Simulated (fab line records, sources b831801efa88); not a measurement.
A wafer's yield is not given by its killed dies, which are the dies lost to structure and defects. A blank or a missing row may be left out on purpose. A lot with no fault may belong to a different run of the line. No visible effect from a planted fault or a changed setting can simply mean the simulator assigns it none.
Matching of chambers ; flow sky130 ; cmp-01 running SKY_VIA1_CMP_02: 4 sister chambers
The step polishes SiO2. 16 wafers are shown with their chamber, then 8 later ones without.

WAFERS, EACH WITH ITS CHAMBER
wafer;chamber;motor current A (A);slurry filter dp kPa (kPa)
L079.1;1;12.2;13.61
L079.3;3;11.1;13.71
L079.6;1;12.6;13.62
L080.1;0;12.4;13.54
L080.2;1;12.2;13.39
L080.3;3;11.6;13.53
L085.1;0;12.7;13.59
L085.3;3;10.9;13.78
L085.4;2;10.9;13.49
L087.2;2;10.9;13.53
L087.5;0;12.8;13.19
L087.6;3;11.4;13.60
L088.1;2;10.7;13.72
L088.3;1;12.2;13.73
L088.5;3;11.7;13.64
L089.2;1;11.9;13.61

SIGNATURES (averages over the wafers above)
reading;chamber 0;chamber 1;chamber 2;chamber 3;scatter within a chamber
motor current A;12.633;12.220;10.833;11.340;0.26
slurry filter dp kPa;13.4400;13.5920;13.5800;13.6520;0.137
Rule: for a wafer and a chamber, the distance is found by dividing, reading by reading, the gap between the wafer's reading and the chamber's mean by the reading's scatter, squaring, summing and taking the root. The wafer belongs to the nearest chamber; if the next one is less than 2 further off, it can't be placed. The scatter is the square root of a quotient: the sum, over the shown wafers, of each reading's squared deviation from its chamber's mean, divided by wafers minus chambers.

WAFERS WHOSE CHAMBER IS MISSING
wafer;motor current A (A);slurry filter dp kPa (kPa)
L089.4;12.4;13.29
L089.5;11.3;13.51
L094.1;12.6;13.44
L094.5;12.9;13.52
L094.6;13.2;13.60
L096.1;11.1;13.50
L096.2;13.2;13.51
L096.3;11.8;13.72

EACH ONE'S CHAMBER
wafer;from the rows above;in truth
L089.4;can't be placed: 0 or 1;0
L089.5;can't be placed: 3 or 2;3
L094.1;can't be placed: 0 or 1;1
L094.5;can't be placed: 0 or 1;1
L094.6;can't be placed: 0 or 1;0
L096.1;can't be placed: 2 or 3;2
L096.2;can't be placed: 0 or 1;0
L096.3;can't be placed: 3 or 1 or 0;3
0 of 8 placed correctly. From these rows, 8 cannot be placed; in 8 the true chamber is one of the candidates. Wrongly placed: 0.
